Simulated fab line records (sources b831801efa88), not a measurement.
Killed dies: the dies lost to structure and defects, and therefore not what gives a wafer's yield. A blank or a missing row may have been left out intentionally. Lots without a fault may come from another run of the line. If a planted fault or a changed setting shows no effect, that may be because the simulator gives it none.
2 desks looking at one fault || flow gf180mcu || each desk holds nothing but its own numbers, with what lay behind them at the end

## AT THE METROLOGY DESK
What the gauges read for every lot (on any tool): the sampled wafers with a number, averaged. If a lot's mean is further than 4 standard deviations from the usual mean, the lot is out of limits and carries the mark OUT (the distance appears in the brackets).
Columns: A = M4_ALCU_RS at GF_M4_RS_MEAS_05, usual 0.0698 ohm/sq; B = MIM_CVD_05_THK at GF_MIM_THK_MEAS_06, usual 42.1 nm
{"lot": "L642", "first seen here": "day 22 14:36", "A": 0.0689, "B": 42.1}
{"lot": "L644", "first seen here": "day 23 08:16", "A": 0.0707, "B": 42.7}
{"lot": "L645", "first seen here": "day 23 18:13", "A": 0.0694, "B": 41.8}
{"lot": "L646", "first seen here": "day 24 02:48", "A": 0.0696, "B": 41.5}
{"lot": "L647", "first seen here": "day 24 13:32", "A": 0.0696, "B": 41.9}
{"lot": "L650", "first seen here": "day 25 17:11", "A": 0.0703, "B": 41.6}
{"lot": "L652", "first seen here": "day 26 09:52", "A": 0.0703, "B": 42.2}
{"lot": "L656", "first seen here": "day 27 20:50", "A": 0.0700, "B": 42.1}
{"lot": "L659", "first seen here": "day 28 19:13", "A": 0.0718, "B": 41.9}
{"lot": "L660", "first seen here": "day 29 00:58", "A": 0.0691, "B": 42.2}
{"lot": "L663", "first seen here": "day 29 17:08", "A": 0.0690, "B": 42.3}
{"lot": "L664", "first seen here": "day 29 20:06", "A": 0.0694, "B": 41.9}
This desk's verdict: no lot among the 12 shows anything out of limits.

## FOR THE TOOL OWNER'S DESK: pvdSputter-03
The tool's own readings at GF_MIM_SPUTTER_07 (material TiN, target thk 60 nm, time 50 s): means of the sampled wafers that have a number, for each lot that ran on this tool. If a lot's mean is further than 4 standard deviations from the usual mean, the lot is out of limits and carries the mark OUT (the distance appears in the brackets).
Columns: A = throttleValvePct at GF_MIM_SPUTTER_07, usual 29.7 %
{"lot": "L644", "first seen here": "day 25 07:28", "A": 29.7}
{"lot": "L646", "first seen here": "day 26 01:45", "A": 29.3}
{"lot": "L650", "first seen here": "day 27 13:37", "A": 28.8}
{"lot": "L656", "first seen here": "day 29 15:10", "A": 29.4}
{"lot": "L659", "first seen here": "day 30 12:05", "A": 29.2}
{"lot": "L660", "first seen here": "day 30 17:10", "A": 28.9}
This desk's verdict: no lot among the 6 shows anything out of limits.

## BROUGHT TOGETHER
Nothing out of limits was seen by the metrology desk.
Nothing out of limits was seen by the tool owner's desk.

## WHAT WAS PUT IN BY THE SIMULATOR
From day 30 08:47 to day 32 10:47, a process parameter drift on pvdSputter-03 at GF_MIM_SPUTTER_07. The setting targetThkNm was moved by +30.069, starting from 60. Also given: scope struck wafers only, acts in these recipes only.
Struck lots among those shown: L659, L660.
